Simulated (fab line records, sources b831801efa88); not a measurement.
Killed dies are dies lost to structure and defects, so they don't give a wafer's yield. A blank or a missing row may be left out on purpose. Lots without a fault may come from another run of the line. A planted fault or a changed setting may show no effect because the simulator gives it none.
fab line records | flow sfq_line
record lots=5 wafers=15 last_day=80
route steps=325 shown M2@92 I2@103 M3@118 I3@133 M8@325
lots that met no fault: from a run of the same line without faults
start_h: hours from the record's first day to the start of the lot's first wafer shown | wait_h: hours since the lot's step before | " the same as in the row above | L1.1+2: a row that stands for several wafers | - no value, or no start given | * or withheld: withheld | < > ~ a bound
route shown NAME@n: a module of which the file shows steps, and the number in the route of the first | usual: mean/standard deviation of fault-free wafers | same: alike in all rows | chamber/n: place in a boat | sites: the reading at each site | _std_site: their standard deviation | _edge_site: outer sites' mean less inner sites' | radius_mm: how far each site lies from the wafer's centre | mask NAME#n: copy n | behind: the tool/chamber that last shaped the wafer | hold: why the lot was held/for how many hours/how that ended | device: the transistor (n, p or np) that didn't switch | end of line: the same wafers' tests at the end of the route | a step without rows: its recipe alone | killed: dies lost to structure and defects at the first sort, not the wafer's yield | map: a wafer's dies, x killed, . not, _ none there
set.NAME: the setting as run; set.NAME@STEP: as run at that earlier step | model.NAME: the simulator's own value behind a step, which no gauge read
lots at some steps of the route; a table a step, a row a wafer
services: from which hour (start_h, from the record's first day; less than 0 if before it) a tool's chamber was out of use, for how many hours, and why
## steps
# step SFQ_TRILAYER_M2_LITHO_COAT_062
# recipe resist=BARC spin_rpm=3000 resist_thk_nm=62
# step SFQ_TRILAYER_M2_LITHO_COAT_057
# recipe resist=KrF spin_rpm=3000 resist_thk_nm=600
# step SFQ_TRILAYER_M2_LITHO_SOFTBAKE_061
# recipe temp_c=withheld time_s=withheld resist=KrF
# step SFQ_TRILAYER_M2_LITHO_EXPOSE_058
# recipe mask_id=M2 na=0.6 source_shape=conventional sigma_outer=0.65 target_cd_nm=500 dose_mj=14.4
# step SFQ_TRILAYER_M2_LITHO_PEB_060
# recipe peb_temp_c=115 peb_time_s=60 resist=KrF
# step SFQ_TRILAYER_M2_LITHO_DEVELOP_059
# recipe time_s=60 resist=KrF
# step SFQ_M2_OVL_MEAS_916
# usual M2_OVL=0/5.6
# columns lot.wafer tool chamber start_h wait_h M2_OVL[nm]
L584.2 overlay-02 - 611.21 0.1 -4
L584.4 " - " " 4
L584.6 " - " " -5
L592.3 overlay-02 - 856.30 0.1 -3
L592.5 " - " " 4
L592.6 " - " " -3
L593.1 overlay-01 - 866.17 0.1 -2
L593.2 " - " " -4
L593.3 " - " " 2
L603.1 overlay-02 - 962.04 0.1 11
L603.3 " - " " 3
L603.5 " - " " 4
L605.1 overlay-01 - 987.16 0.1 -1
L605.2 " - " " 1
L605.5 " - " " 3
# step SFQ_TRILAYER_M2_BARC_OPEN_METAL_ETCH_077
# recipe mask_material=PR chemistry=O2 target_depth_nm=125 target=BARC icp_w=600 bias_w=80 pressure_mtorr=10 time_s=41.7
# usual drypump_motor_current_A=5.6/0.6 oes_product_au=0.685/0.0045
# columns lot.wafer tool chamber start_h wait_h drypump_motor_current_A oes_product_au rf_hours_counter_h
L584.2 rie_metal-02 1 611.24 0.0 6.3 0.689 7
L584.4 " 1 " " 6.3 0.686 -
L584.6 " 0 " " 6.5 0.686 -
L592.3 rie_metal-04 1 856.34 0.0 4.8 0.690 -
L592.5 " 0 " " 5.6 0.682 -
L592.6 " 1 " " 4.7 0.691 -
L593.1 rie_metal-04 0 866.21 0.0 5.6 0.680 63
L593.2 " 1 " " 4.8 0.684 43
L593.3 " 0 " " 5.6 0.691 -
L603.1 rie_metal-04 1 962.08 0.0 4.8 0.688 57
L603.3 " 1 " " 4.7 0.678 -
L603.5 " 0 " " 5.6 0.695 -
L605.1 rie_metal-04 0 987.19 0.0 5.6 0.689 80
L605.2 " 1 " " 4.8 0.689 61
L605.5 " 1 " " 4.7 0.678 -
# step SFQ_TRILAYER_M2_ETCH_METAL_ETCH_060
# recipe target=Nb stop_on=SiO2 mask_material=PR chemistry=Cl2/Ar target_depth_nm=240 icp_w=600 bias_w=80 pressure_mtorr=10 time_s=120
# step SFQ_TRILAYER_M2_STRIP_STRIP_061
# recipe gas=O2 power_w=200 platen_temp_c=40 overash_fraction=0.65 chemistry=O2 pressure_mtorr=50
# usual drypump_motor_current_A=5.6/0.6 oes_product_au=1.003/0.0085
# columns lot.wafer tool chamber start_h wait_h drypump_motor_current_A oes_product_au rf_hours_counter_h
L584.2 rie_metal-02 1 611.43 0.1 6.3 1.018 7
L584.4 " 1 " " 6.3 1.015 -
L584.6 " 0 " " 6.5 1.009 -
L592.3 rie_metal-04 1 856.70 0.2 4.7 0.994 -
L592.5 " 0 " " 5.7 1.007 -
L592.6 " 1 " " 4.7 1.009 -
L593.1 rie_metal-04 0 866.40 0.1 5.6 1.000 63
L593.2 " 1 " " 4.7 1.003 44
L593.3 " 0 " " 5.6 1.005 -
L603.1 rie_metal-04 1 962.26 0.1 4.7 1.016 57
L603.3 " 1 " " 4.7 1.010 -
L603.5 " 0 " " 5.7 1.000 -
L605.1 rie_metal-04 0 987.38 0.1 5.7 0.996 80
L605.2 " 1 " " 4.8 1.008 61
L605.5 " 1 " " 4.8 0.994 -
# step SFQ_TRILAYER_M2_STRIP_SOLV_CLEAN_062
# recipe chemistry=NMP temp_c=70 time_s=600
# step SFQ_TRILAYER_I2_DEP_PECVD_063
# recipe material=SiO2 temp_c=150 time_s=111.11 pressure_torr=2.4 rf_w=183.3 precursor=SiH4/N2O target_thk_nm=500
# usual heater_power_outer_w=29/8.8 heater_power_w=84/15 throttle_valve_pct=24.1/0.94
# columns lot.wafer tool chamber start_h wait_h heater_power_outer_w heater_power_w throttle_valve_pct
L584.2 pecvd-04 1 612.20 0.0 36 91 24.2
L584.4 " 0 " " 27 87 23.8
L584.6 " 2 " " 42 98 25.5
L592.3 pecvd-01 0 857.32 0.0 40 102 22.9
L592.5 " 2 " " 36 84 23.8
L592.6 " 0 " " 27 88 22.7
L593.1 pecvd-04 0 867.17 0.0 26 86 23.9
L593.2 " 2 " " 45 103 25.7
L593.3 " 1 " " 40 99 24.3
L603.1 pecvd-01 0 963.04 0.0 37 100 23.1
L603.3 " 2 " " 36 81 23.9
L603.5 " 0 " " 38 102 23.0
L605.1 pecvd-04 0 988.15 0.0 23 77 24.0
L605.2 " 1 " " 39 97 24.3
L605.5 " 1 " " 28 80 24.0
# step SFQ_TRILAYER_I2_CMP_CMP_064
# recipe material=SiO2 down_force_psi=3 platen_rpm=60 pad_velocity_m_s=0.94248
# usual head_pressure_psi=3.000/0.0069 motor_current_A=10.4/0.91 time_to_endpoint_s=217/9.7
# columns lot.wafer tool chamber start_h wait_h head_pressure_psi motor_current_A time_to_endpoint_s model.SiO2_of_TRILAYER_I2_DEP_PECVD_063.thk_nm
L584.4 cmp-01 0 614.63 2.3 3.010 10.4 216 199.9
L584.2 " 1 " " 3.000 8.4 211 199.9
L584.6 " 3 616.13 3.8 3.018 9.2 221 200.6
L592.3 cmp-02 3 864.28 6.9 3.004 10.7 206 199.1
L592.6 " 1 865.28 7.9 2.998 10.0 229 201.4
L592.5 " 2 " " 3.001 11.5 216 199.6
L593.3 cmp-02 0 878.78 11.6 3.014 11.8 208 200
L593.2 " 1 " " 3.004 9.5 209 200.8
L593.1 " 2 " " 3.000 11.4 202 198.9
L603.3 cmp-02 0 963.62 0.5 2.994 11.4 245 150.7
L603.1 " 1 " " 3.004 10.3 217 201.3
L603.5 " 3 965.12 2.0 3.008 10.6 199 198.8
L605.1 cmp-01 0 988.27 0.1 2.993 10.3 213 200
L605.2 " 2 989.27 1.1 3.005 11.2 214 200.6
L605.5 " 1 990.77 2.5 3.007 8.6 220 200.7
# step SFQ_I2_BOW_MEAS_917
# recipe mode=bow
# usual I2_BOW=4/9.1
# columns lot.wafer tool chamber start_h wait_h I2_BOW[um]
L584.2 film_metro-02 - 616.65 1.0 12
L584.4 " - " " 17
L584.6 " - " " -1
L592.3 film_metro-03 - 866.32 1.5 2
L592.5 " - " " -3
L592.6 " - " " -4
L593.1 film_metro-04 - 881.28 1.0 10
L593.2 " - " " 18
L593.3 " - " " 11
L603.1 film_metro-03 - 966.12 1.5 -4
L603.3 " - " " 12
L603.5 " - " " -4
L605.1 film_metro-02 - 991.27 2.5 -13
L605.2 " - " " -3
L605.5 " - " " 0
# step SFQ_TRILAYER_I2_METRO_MEASURE_065
# usual thk_nm=200.3/1.3
# columns lot.wafer tool chamber start_h wait_h thk_nm
L584.2 film_metro-02 - 616.95 0.3 199.9
L584.4 " - " " 199.9
L584.6 " - " " 200.8
L592.3 film_metro-03 - 866.80 0.5 199.2
L592.5 " - " " 199.7
L592.6 " - " " 201.3
L593.1 film_metro-04 - 881.40 0.1 199.0
L593.2 " - " " 200.9
L593.3 " - " " 200.0
L603.1 film_metro-03 - 966.24 0.1 201.5
L603.3 " - " " 150.7
L603.5 " - " " 198.6
L605.1 film_metro-02 - 991.39 0.1 200.1
L605.2 " - " " 200.6
L605.5 " - " " 201.0
# step SFQ_TRILAYER_I2_VIA_LITHO_COAT_072
# recipe resist=BARC spin_rpm=3000 resist_thk_nm=62
# step SFQ_TRILAYER_I2_VIA_LITHO_COAT_067
# recipe resist=KrF spin_rpm=3000 resist_thk_nm=650
# step SFQ_TRILAYER_I2_VIA_LITHO_SOFTBAKE_071
# recipe temp_c=withheld time_s=withheld resist=KrF
# step SFQ_TRILAYER_I2_VIA_LITHO_EXPOSE_068
# recipe mask_id=I2 na=0.6 source_shape=conventional sigma_outer=0.65 target_cd_nm=500 dose_mj=21.3
# step SFQ_TRILAYER_I2_VIA_LITHO_PEB_070
# recipe peb_temp_c=115 peb_time_s=60 resist=KrF
# step SFQ_TRILAYER_I2_VIA_LITHO_DEVELOP_069
# recipe time_s=60 resist=KrF
# step SFQ_I2_OVL_MEAS_918
# usual I2_OVL=1/6.8
# columns lot.wafer tool chamber start_h wait_h I2_OVL[nm]
L584.2 overlay-02 - 771.05 0.1 16
L584.4 " - " " 5
L584.6 " - " " 6
L592.3 overlay-01 - 1007.57 0.1 -2
L592.5 " - " " 7
L592.6 " - " " 3
L593.1 overlay-01 - 1019.56 0.1 0
L593.2 " - " " 5
L593.3 " - " " 4
L603.1 overlay-01 - 1108.20 0.1 10
L603.3 " - " " 2
L603.5 " - " " -1
L605.1 overlay-02 - 1137.15 0.1 -1
L605.2 " - " " 1
L605.5 " - " " 4
# step SFQ_TRILAYER_I2_VIA_BARC_OPEN_VIA_ETCH_096
# recipe mask_material=PR chemistry=O2 target_depth_nm=125 target=BARC source_w=500 bias_w=80 pressure_mtorr=30 time_s=41.7
# step SFQ_TRILAYER_I2_VIA_ETCH_VIA_ETCH_070
# recipe target=SiO2 stop_on=Nb mask_material=PR taper_deg=20 chemistry=CHF3 target_depth_nm=260 source_w=500 bias_w=80 pressure_mtorr=30 time_s=withheld
# usual drypump_motor_current_A=5.8/0.53 oes_product_au=0.855/0.0047
# columns lot.wafer tool chamber start_h wait_h drypump_motor_current_A oes_product_au model.I2.feature_depth_nm model.etch.depth_nm
L584.2 rie_diel-04 1 771.12 0.0 5.6 0.859 199.9 199.9
L584.4 " 1 " " 5.6 0.852 199.9 199.9
L584.6 " 0 " " 5.0 0.854 200.6 200.6
L592.3 rie_diel-04 0 1007.63 0.0 5.0 0.854 199.1 199.1
L592.5 " 0 " " 5.0 0.856 199.6 199.6
L592.6 " 3 " " 6.3 0.864 201.4 201.4
L593.1 rie_diel-04 2 1019.63 0.0 4.9 0.851 198.9 198.9
L593.2 " 1 " " 5.6 0.859 200.8 200.8
L593.3 " 0 " " 5.0 0.850 200 200
L603.1 rie_diel-04 2 1108.28 0.0 4.9 0.856 201.3 201.3
L603.3 " 3 " " 6.3 0.737 150.7 150.7
L603.5 " 3 " " 6.2 0.847 198.8 198.8
L605.1 rie_diel-01 3 1137.23 0.0 6.0 0.851 200 200
L605.2 " 2 " " 5.7 0.853 200.6 200.6
L605.5 " 1 " " 6.2 0.854 200.7 200.7
# step SFQ_TRILAYER_I2_VIA_STRIP_STRIP_071
# recipe gas=O2 power_w=200 platen_temp_c=40 overash_fraction=0.65 chemistry=O2 pressure_mtorr=50
# step SFQ_TRILAYER_I2_VIA_STRIP_SOLV_CLEAN_072
# recipe chemistry=NMP temp_c=70 time_s=600
# step SFQ_TRILAYER_M3_DEP_PRE_CLEAN_074
# recipe gas=Ar time_s=22.5 bias_v=250
# columns lot.wafer tool chamber start_h wait_h model.SiO2_of_TRILAYER_I2_DEP_PECVD_063.thk_nm
L584.2+4 pvd_sputter-04 - 772.03 0.0 192.4
L584.6 " - " " 193.1
L592.3 pvd_sputter-04 - 1008.52 0.0 191.6
L592.5 " - " " 192.1
L592.6 " - " " 193.9
L593.1 pvd_sputter-05 - 1020.53 0.0 191.4
L593.2 " - " " 193.3
L593.3 " - " " 192.5
L603.1 pvd_sputter-06 - 1109.17 0.0 193.8
L603.3 " - " " 143.2
L603.5 " - " " 191.3
L605.1 pvd_sputter-04 - 1138.12 0.0 192.5
L605.2 " - " " 193.1
L605.5 " - " " 193.2
# step SFQ_TRILAYER_M3_DEP_SPUTTER_073
# recipe material=Nb base_pressure_pa=1.33e-06 chamber_pressure_pa=0.1333 substrate_temp_c=20 resputter_cathode_voltage_v=400 target_thk_nm=200 power_w=2000 time_s=133.3
# step SFQ_M3_RS_MEAS_919
# recipe thk_meas_gauge=four-point-probe reads=Nb_of_TRILAYER_M3_DEP_SPUTTER_073
# usual M3_NB_RS=0.886/0.0079
# columns lot.wafer tool chamber start_h wait_h M3_NB_RS[ohm/sq]
L584.2 film_metro-01 - 772.17 0.1 0.882
L584.4 " - " " 0.890
L584.6 " - " " 0.878
L592.3 film_metro-01 - 1008.68 0.1 0.897
L592.5 " - " " 0.903
L592.6 " - " " 0.888
L593.1 film_metro-01 - 1020.65 0.0 0.886
L593.2 " - " " 0.882
L593.3 " - " " 0.883
L603.1 film_metro-01 - 1109.29 0.0 0.883
L603.3 " - " " 0.882
L603.5 " - " " 0.887
L605.1 film_metro-04 - 1138.24 0.0 0.899
L605.2 " - " " 0.895
L605.5 " - " " 0.895
# step SFQ_TRILAYER_M3_LITHO_COAT_080
# recipe resist=BARC spin_rpm=3000 resist_thk_nm=62
# step SFQ_TRILAYER_M3_LITHO_COAT_075
# recipe resist=KrF spin_rpm=3000 resist_thk_nm=600
# step SFQ_TRILAYER_M3_LITHO_SOFTBAKE_079
# recipe temp_c=withheld time_s=withheld resist=KrF
# step SFQ_TRILAYER_M3_LITHO_EXPOSE_076
# recipe mask_id=M3 na=0.6 source_shape=conventional sigma_outer=0.65 target_cd_nm=500 dose_mj=14.4
# step SFQ_TRILAYER_M3_LITHO_PEB_078
# recipe peb_temp_c=115 peb_time_s=60 resist=KrF
# step SFQ_TRILAYER_M3_LITHO_DEVELOP_077
# recipe time_s=60 resist=KrF
# step SFQ_M3_OVL_MEAS_921
# usual M3_OVL=2/5.2
# columns lot.wafer tool chamber start_h wait_h M3_OVL[nm]
L584.2 overlay-01 - 776.85 0.1 16
L584.4 " - " " 7
L584.6 " - " " 12
L592.3 overlay-02 - 1012.22 0.1 3
L592.5 " - " " 0
L592.6 " - " " 4
L593.1 overlay-01 - 1157.55 0.1 5
L593.2 " - " " 7
L593.3 " - " " 11
L603.1 overlay-01 - 1230.25 0.1 -1
L603.3 " - " " 2
L603.5 " - " " 3
L605.1 overlay-02 - 1265.41 0.1 2
L605.2 " - " " 10
L605.5 " - " " 8
# step SFQ_TRILAYER_M3_BARC_OPEN_METAL_ETCH_100
# recipe mask_material=PR chemistry=O2 target_depth_nm=125 target=BARC icp_w=600 bias_w=80 pressure_mtorr=10 time_s=41.7
# usual drypump_motor_current_A=5.6/0.6 oes_product_au=0.685/0.0043
# columns lot.wafer tool chamber start_h wait_h drypump_motor_current_A oes_product_au rf_hours_counter_h
L584.2 rie_metal-04 1 776.88 0.0 4.8 0.687 34
L584.4 " 0 " " 5.7 0.687 -
L584.6 " 0 " " 5.7 0.686 -
L592.3 rie_metal-02 1 1012.26 0.0 6.3 0.678 -
L592.5 " 1 " " 6.3 0.680 -
L592.6 " 0 " " 6.5 0.675 -
L593.1 rie_metal-01 0 1157.59 0.0 5.3 0.685 67
L593.2 " 1 " " 6.3 0.685 54
L593.3 " 1 " " 6.3 0.687 -
L603.1 rie_metal-01 1 1230.29 0.0 6.3 0.692 66
L603.3 " 0 " " 5.3 0.685 -
L603.5 " 1 " " 6.3 0.685 -
L605.1 rie_metal-02 0 1265.45 0.0 6.5 0.684 61
L605.2 " 1 " " 6.3 0.683 100
L605.5 " 0 " " 6.5 0.680 -
# step SFQ_TRILAYER_M3_ETCH_METAL_ETCH_078
# recipe target=Nb stop_on=SiO2 mask_material=PR chemistry=Cl2/Ar target_depth_nm=240 icp_w=600 bias_w=80 pressure_mtorr=10 time_s=120
# usual drypump_motor_current_A=5.6/0.6 oes_product_au=0.896/0.0061
# columns lot.wafer tool chamber start_h wait_h drypump_motor_current_A oes_product_au rf_hours_counter_h
L584.2 rie_metal-04 1 776.94 0.0 4.8 0.895 34
L584.4 " 0 " " 5.6 0.888 -
L584.6 " 0 " " 5.6 0.902 -
L592.3 rie_metal-02 1 1012.34 0.1 6.3 0.898 -
L592.5 " 1 " " 6.3 0.881 -
L592.6 " 0 " " 6.5 0.903 -
L593.1 rie_metal-01 0 1157.65 0.0 5.3 0.897 67
L593.2 " 1 " " 6.2 0.892 54
L593.3 " 1 " " 6.3 0.900 -
L603.1 rie_metal-01 1 1230.35 0.0 6.3 0.895 66
L603.3 " 0 " " 5.4 0.898 -
L603.5 " 1 " " 6.3 0.898 -
L605.1 rie_metal-02 0 1265.51 0.0 6.5 0.890 61
L605.2 " 1 " " 6.3 0.890 100
L605.5 " 0 " " 6.5 0.888 -
# step SFQ_TRILAYER_M3_STRIP_STRIP_079
# recipe gas=O2 power_w=200 platen_temp_c=40 overash_fraction=0.65 chemistry=O2 pressure_mtorr=50
# step SFQ_TRILAYER_M3_STRIP_SOLV_CLEAN_080
# recipe chemistry=NMP temp_c=70 time_s=600
# step SFQ_TRILAYER_I3_DEP_PECVD_081
# recipe material=SiO2 temp_c=150 time_s=111.11 pressure_torr=2.4 rf_w=183.3 precursor=SiH4/N2O target_thk_nm=500
# step SFQ_M8_BOW_MEAS_951
# recipe mode=bow
# usual M8_BOW=11/11
# columns lot.wafer tool chamber start_h wait_h M8_BOW[um] model.etest.i2.link_ohm
L584.2 film_metro-04 - 1833.41 0.0 28 1.957
L584.4 " - " " 32 1.964
L584.6 " - " " 13 1.951
L592.3 film_metro-02 - 1856.03 0.0 1 1.977
L592.5 " - " " -5 1.965
L592.6 " - " " -6 1.956
L593.1 film_metro-04 - 1858.39 0.0 11 1.953
L593.2 " - " " 18 1.964
L593.3 " - " " 11 1.961
L603.1 film_metro-04 - 1914.65 0.0 15 1.968
L603.3 " - " " 33 1.913
L603.5 " - " " 15 1.965
L605.1 film_metro-02 - 1917.05 0.0 -12 1.972
L605.2 " - " " -3 1.991
L605.5 " - " " 0 1.968
## services
# columns tool chamber start_h hours kind
rie_diel-04 0 641.53 4.4 repair
rie_metal-04 0 669.49 9.3 repair
rie_metal-04 - 701.51 0.7 repair
rie_diel-04 3 740.52 11.4 repair
rie_metal-02 - 748.12 1.8 repair
rie_diel-04 0 749.09 4.3 repair
rie_metal-04 - 766.93 1.4 pm
rie_diel-04 2 770.47 4.3 repair
rie_metal-01 - 773.27 1.3 repair
rie_metal-04 1 781.08 20.5 repair
rie_metal-01 - 793.44 0.4 repair
rie_diel-04 0 812.37 14.1 repair
rie_diel-04 - 842.03 15.6 pm
rie_metal-02 1 873.77 2.3 repair
rie_metal-01 0 921.69 5.8 repair
rie_metal-02 - 939.96 10.0 pm
rie_diel-04 - 1000.63 0.8 repair
rie_diel-04 0 1025.18 8.2 repair
rie_diel-04 - 1054.31 0.7 repair
rie_metal-01 1 1114.33 4.6 repair
rie_metal-04 - 1163.46 0.1 repair
rie_metal-04 0 1166.88 22.6 repair
rie_metal-02 1 1208.39 4.0 repair
rie_metal-01 - 1240.67 2.8 pm
## key
first_sign step=SFQ_TRILAYER_I2_METRO_MEASURE_065 reading=thk_nm direction=down sigmas=39 usual=200.3 struck=150.7
effect step=SFQ_TRILAYER_I2_VIA_ETCH_VIA_ETCH_070 reading=oes_product_au direction=down sigmas=25 usual=0.855 struck=0.737
model_effect step=SFQ_TRILAYER_I2_CMP_CMP_064 value=SiO2_of_TRILAYER_I2_DEP_PECVD_063.thk_nm without=200.7 struck=150.7
model_effect step=SFQ_TRILAYER_I2_VIA_ETCH_VIA_ETCH_070 value=I2.feature_depth_nm without=200.7 struck=150.7
model_effect step=SFQ_TRILAYER_M3_DEP_PRE_CLEAN_074 value=SiO2_of_TRILAYER_I2_DEP_PECVD_063.thk_nm without=193.2 struck=143.2
model_effect step=SFQ_M8_BOW_MEAS_951 value=etest.i2.link_ohm without=1.958 struck=1.913
met_at SFQ_TRILAYER_I2_CMP_CMP_064
struck_wafers L603.3
onset_between 878.78 963.62
fault kind=process_parameter_drift tool=cmp-02 chamber=- onset_h=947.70 steps=SFQ_TRILAYER_I2_CMP_CMP_064 channel=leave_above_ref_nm offset=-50 shape=step end_h=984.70 scope=struck_wafers_only acts_in=these_recipes_only stated=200
